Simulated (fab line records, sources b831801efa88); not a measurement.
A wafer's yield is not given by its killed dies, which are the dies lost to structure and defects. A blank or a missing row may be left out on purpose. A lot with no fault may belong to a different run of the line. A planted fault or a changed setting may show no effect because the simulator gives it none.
2 desks looking at one fault :: flow gf180mcu :: numbers are kept per desk, each desk with only its own; the story behind them comes last

THE METROLOGY DESK
Means of the sampled wafers that have a number, per lot and without regard to the tool the lot ran on: this is what the gauges read. If a lot's mean is further than 4 standard deviations from the usual mean, the lot is out of limits and carries the mark OUT (the distance appears in the brackets).
Columns: A = cd_nm at GF_HV_LDD_CD_MEAS_31, usual 399.8 nm; B = cd_nm at GF_PSD_CD_MEAS_07, usual 399.9 nm; C = NSD_RS at GF_PSD_RS_MEAS_14, usual 46.20 ohm/sq
lot: L772
first seen here: day 11 19:52
A: 399.7
B: 399.4
C: 46.10

lot: L773
first seen here: day 12 03:16
A: 393.6
B: 398.3
C: 46.18

lot: L774
first seen here: day 12 13:42
A: 396.9
B: 397.3
C: 46.28

lot: L775
first seen here: day 12 21:59
A: 399.5
B: 400.1
C: 46.22

lot: L778
first seen here: day 13 18:34
A: 399.1
B: 404.3
C: 46.10

lot: L779
first seen here: day 14 03:56
A: 401.4
B: 398.4
C: 46.18

lot: L781
first seen here: day 14 19:25
A: 399.0
B: 400.2
C: 46.32

lot: L788
first seen here: day 17 02:35
A: 401.2
B: 395.9
C: 44.99 (-14) OUT

lot: L789
first seen here: day 17 16:05
A: 398.4
B: 400.9
C: 44.91 (-15) OUT

lot: L790
first seen here: day 17 17:31
A: 401.4
B: 403.4
C: 46.32

lot: L791
first seen here: day 17 23:37
A: 399.0
B: 401.4
C: 46.23

lot: L793
first seen here: day 18 15:38
A: 400.2
B: 402.0
C: 46.10
This desk's finding: out of limits on L788, L789; first on L788, day 20 07:22 (NSD_RS at GF_PSD_RS_MEAS_14). L772, L773, L774, L775, L778, L779, L781, L790, L791, L793 stayed within limits.

THE TOOL OWNER'S DESK: implanter-03
GF_NSD_IMPLANT_09, tool's own readings: per-lot mean of the sampled wafers with a number, covering each lot this tool ran. If a lot's mean is further than 4 standard deviations from the usual mean, the lot is out of limits and carries the mark OUT (the distance appears in the brackets).
Columns: A = beam_on_s at GF_NSD_IMPLANT_09, usual 17.1 s; B = dose_ions_cm2 at GF_NSD_IMPLANT_09, usual 4e+15
lot: L772
first seen here: day 13 15:17
A: 16.9
B: 4e+15

lot: L778
first seen here: day 15 17:02
A: 17.1
B: 4e+15

lot: L781
first seen here: day 16 20:16
A: 17.2
B: 4e+15

lot: L788
first seen here: day 19 06:31
A: 21.9
B: 5e+15 (+99 or more) OUT

lot: L789
first seen here: day 19 19:41
A: 22.0
B: 5e+15 (+99 or more) OUT
This desk's verdict: out of limits on L788, L789, starting with L788 at day 19 06:31 (dose_ions_cm2 at GF_NSD_IMPLANT_09). L772, L778, L781 stayed within limits.

BROUGHT TOGETHER
On L788, L789, at day 19 06:31, an alarm was possible from the tool owner's desk.
At day 20 07:22 the metrology desk could have sounded an alarm, on L788, L789.
GF_NSD_IMPLANT_09 was run on implanter-03 by each of the lots named.

WHAT WAS PUT IN BY THE SIMULATOR
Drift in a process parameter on implanter-03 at GF_NSD_IMPLANT_09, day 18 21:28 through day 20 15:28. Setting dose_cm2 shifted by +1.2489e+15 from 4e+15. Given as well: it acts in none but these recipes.
Lots struck among those shown: L788, L789.
Hours from the fault's start to each desk's first reading out of limits: the tool owner's desk, 9; the metrology desk, 34.
